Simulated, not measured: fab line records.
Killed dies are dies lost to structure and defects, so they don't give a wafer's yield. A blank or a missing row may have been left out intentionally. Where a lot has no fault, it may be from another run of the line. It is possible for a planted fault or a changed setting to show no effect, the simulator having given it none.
A struck lot beside a sound one / flow sfq_line / 41 out of 325 route steps
Sound: wafers L811.1, L811.5, L811.6. Struck: wafer L810.1. (L810.2 of the same lot was not struck and is left out.) The cause comes at the end.
Each step with rows lists, per side, the tool, then ch with its chambers, then its first start. Under that, the readings that differ: sound wafers / struck wafers / difference of the means / sigmas: that difference in standard deviations of wafers without a fault.
alike: words and numbers the same on both sides, and readings whose means are apart by under 2 such deviations; not compared: readings that were withheld, readings missing a value for some wafer, numbers with overlapping values and no deviation given by the record, and bounds like >300 which may hide the same value.
The two part at a step that has a row with sigmas, a row that says differs or no value, or rows on one side only. When numbers do not overlap yet have no deviation, they are printed without sigmas and do not part them. A reading missing from all wafers of one side parts the sides only when that side holds two or more wafers.

first, 6 steps without rows for these wafers: SFQ_TRILAYER_I0_VIA_LITHO_COAT_036 (resist thk 62 nm); SFQ_TRILAYER_I0_VIA_LITHO_COAT_031 (resist thk 650 nm); SFQ_TRILAYER_I0_VIA_LITHO_SOFTBAKE_035; SFQ_TRILAYER_I0_VIA_LITHO_EXPOSE_032 (exposes mask I0, target cd 500 nm); SFQ_TRILAYER_I0_VIA_LITHO_PEB_034 (peb time 60 s); SFQ_TRILAYER_I0_VIA_LITHO_DEVELOP_033 (time 60 s).
SFQ_I0_OVL_MEAS_908:
  struck on overlay-02, day 26 20:43; sound on overlay-02, day 27 02:43
reading=I0_OVL (nm); sound=-18 -4 -12; struck=6; difference=+17; sigmas=+3
then, 1 step without rows for these wafers: SFQ_TRILAYER_I0_VIA_BARC_OPEN_VIA_ETCH_046 (etches BARC in O2, target depth 125 nm, time 41.7 s).
SFQ_TRILAYER_I0_VIA_ETCH_VIA_ETCH_034: etches SiO2 in CHF3, stops on Nb, target depth 260 nm.
  sound on rie_diel-03 ch 0,1,3, day 27 02:47; struck on rie_diel-04 ch 0, day 26 20:47
  alike: drypump_motor_current_A, oes_product_au
SFQ_TRILAYER_I0_VIA_STRIP_STRIP_035: strips in O2.
  sound on rie_metal-01 ch 0,1, day 27 02:54; struck on rie_metal-03 ch 1, day 26 20:54
reading=drypump_motor_current_A (A); sound=5.38 5.36 5.39; struck=5.80; difference=+0.42; sigmas=+2
  alike: oes_product_au
  not compared: rf_hours_counter_h
then, 2 steps without rows for these wafers: SFQ_TRILAYER_I0_VIA_STRIP_SOLV_CLEAN_036 (cleans in NMP, time 600 s); SFQ_TRILAYER_M1_DEP_PRE_CLEAN_038 (time 22.5 s).
SFQ_TRILAYER_M1_DEP_SPUTTER_037: material Nb, target thk 200 nm, time 133.3 s.
  struck on pvd_sputter-03, day 26 22:18; sound on pvd_sputter-05, day 27 03:42
reading=model.Nb_of_TRILAYER_M1_DEP_SPUTTER_037.thk_nm (nm); sound=201.6 200.3 200.2; struck=188.8; difference=-11.9; sigmas=
  alike: resputter_cathode_voltage_v, throttle_valve_pct
SFQ_M1_RS_MEAS_909: a four-point-probe measurement.
  struck on film_metro-04, day 26 22:41; sound on film_metro-04, day 27 03:47
reading=M1_NB_RS (ohm/sq); sound=0.885 0.888 0.890; struck=0.943; difference=+0.055; sigmas=+6
  not compared: hold
then, 5 steps without rows for these wafers: SFQ_TRILAYER_M1_LITHO_COAT_039 (resist thk 600 nm); SFQ_TRILAYER_M1_LITHO_SOFTBAKE_043; SFQ_TRILAYER_M1_LITHO_EXPOSE_040 (exposes mask M1, target cd 500 nm); SFQ_TRILAYER_M1_LITHO_PEB_042 (peb time 60 s); SFQ_TRILAYER_M1_LITHO_DEVELOP_041 (time 60 s).
-- the record jumps here: 7 days lie between the struck wafers' starts before and after --
SFQ_M1_OVL_MEAS_911:
  struck on overlay-02, day 33 13:27; sound on overlay-02, day 33 15:51
  alike: M1_OVL
then, 1 step without rows for these wafers: SFQ_TRILAYER_M1_BARC_OPEN_METAL_ETCH_054 (etches BARC in O2, target depth 125 nm, time 41.7 s).
SFQ_TRILAYER_M1_ETCH_METAL_ETCH_042: etches Nb in Cl2/Ar, stops on SiO2, target depth 240 nm, time 120 s.
  sound on rie_metal-01 ch 0,1, day 33 15:57; struck on rie_metal-03 ch 0, day 33 13:33
reading=oes_product_au (a.u.); sound=0.896 0.893 0.898; struck=0.868; difference=-0.028; sigmas=-4
  alike: drypump_motor_current_A
  not compared: rf_hours_counter_h
then, 2 steps without rows for these wafers: SFQ_TRILAYER_M1_STRIP_STRIP_043 (strips in O2); SFQ_TRILAYER_M1_STRIP_SOLV_CLEAN_044 (cleans in NMP, time 600 s).
SFQ_TRILAYER_I1_DEP_PECVD_045: deposits SiO2 from SiH4/N2O, time 111.11 s, target thk 500 nm.
  sound on pecvd-02 ch 0,2, day 33 16:51; struck on pecvd-01 ch 1, day 33 14:27
  alike: heater_power_w, throttle_valve_pct
then, 1 step without rows for these wafers: SFQ_TRILAYER_I1_CMP_CMP_046 (polishes SiO2).
SFQ_I1_BOW_MEAS_912:
  struck on film_metro-01, day 33 17:31; sound on film_metro-01, day 33 20:31
  alike: I1_BOW
SFQ_TRILAYER_I1_METRO_MEASURE_047:
  struck on film_metro-01, day 33 17:38; sound on film_metro-01, day 33 20:38
  alike: thk_nm
then, 6 steps without rows for these wafers: SFQ_TRILAYER_I1_VIA_LITHO_COAT_054 (resist thk 62 nm); SFQ_TRILAYER_I1_VIA_LITHO_COAT_049 (resist thk 650 nm); SFQ_TRILAYER_I1_VIA_LITHO_SOFTBAKE_053; SFQ_TRILAYER_I1_VIA_LITHO_EXPOSE_050 (exposes mask I1, target cd 500 nm); SFQ_TRILAYER_I1_VIA_LITHO_PEB_052 (peb time 60 s); SFQ_TRILAYER_I1_VIA_LITHO_DEVELOP_051 (time 60 s).
SFQ_I1_OVL_MEAS_913:
  struck on overlay-02, day 33 21:47; sound on overlay-01, day 34 00:05
reading=I1_OVL (nm); sound=1 1 3; struck=-9; difference=-11; sigmas=-2
then, 2 steps without rows for these wafers: SFQ_TRILAYER_I1_VIA_BARC_OPEN_VIA_ETCH_071 (etches BARC in O2, target depth 125 nm, time 41.7 s); SFQ_TRILAYER_I1_VIA_ETCH_VIA_ETCH_052 (etches SiO2 in CHF3, stops on Nb, target depth 260 nm).
SFQ_TRILAYER_I1_VIA_STRIP_STRIP_053: strips in O2.
  sound on rie_metal-01 ch 0,1, day 34 00:17; struck on rie_metal-01 ch 1, day 33 21:58
  alike: drypump_motor_current_A, oes_product_au
  not compared: rf_hours_counter_h
then, 2 steps without rows for these wafers: SFQ_TRILAYER_I1_VIA_STRIP_SOLV_CLEAN_054 (cleans in NMP, time 600 s); SFQ_TRILAYER_M2_DEP_PRE_CLEAN_056 (time 22.5 s).
-- the record jumps here: 61 days lie between the struck wafers' starts before and after --
SFQ_M8_BOW_MEAS_951:
  struck on film_metro-01, day 95 01:38; sound on film_metro-01, day 95 02:50
reading=model.etest.m1.ohm_um; sound=1.775 1.779 1.782; struck=1.9; difference=+0.1; sigmas=
reading=model.etest.i0.link_ohm; sound=1.963 1.956 1.962; struck=2.029; difference=+0.069; sigmas=
reading=model.etest.m1.ohm_sq; sound=0.8828 0.8883 0.889; struck=0.9428; difference=+0.0561; sigmas=
reading=model.etest.i1.link_ohm; sound=1.97 1.962 1.973; struck=2.023; difference=+0.055; sigmas=
  alike: M8_BOW

## WHERE THEY PART
Last at SFQ_I1_OVL_MEAS_913 as far as this record goes, first at SFQ_I0_OVL_MEAS_908. Later steps at which nothing parts them and some readings are alike: SFQ_TRILAYER_I1_VIA_STRIP_STRIP_053, SFQ_M8_BOW_MEAS_951.

WHY: the cause the simulator had injected
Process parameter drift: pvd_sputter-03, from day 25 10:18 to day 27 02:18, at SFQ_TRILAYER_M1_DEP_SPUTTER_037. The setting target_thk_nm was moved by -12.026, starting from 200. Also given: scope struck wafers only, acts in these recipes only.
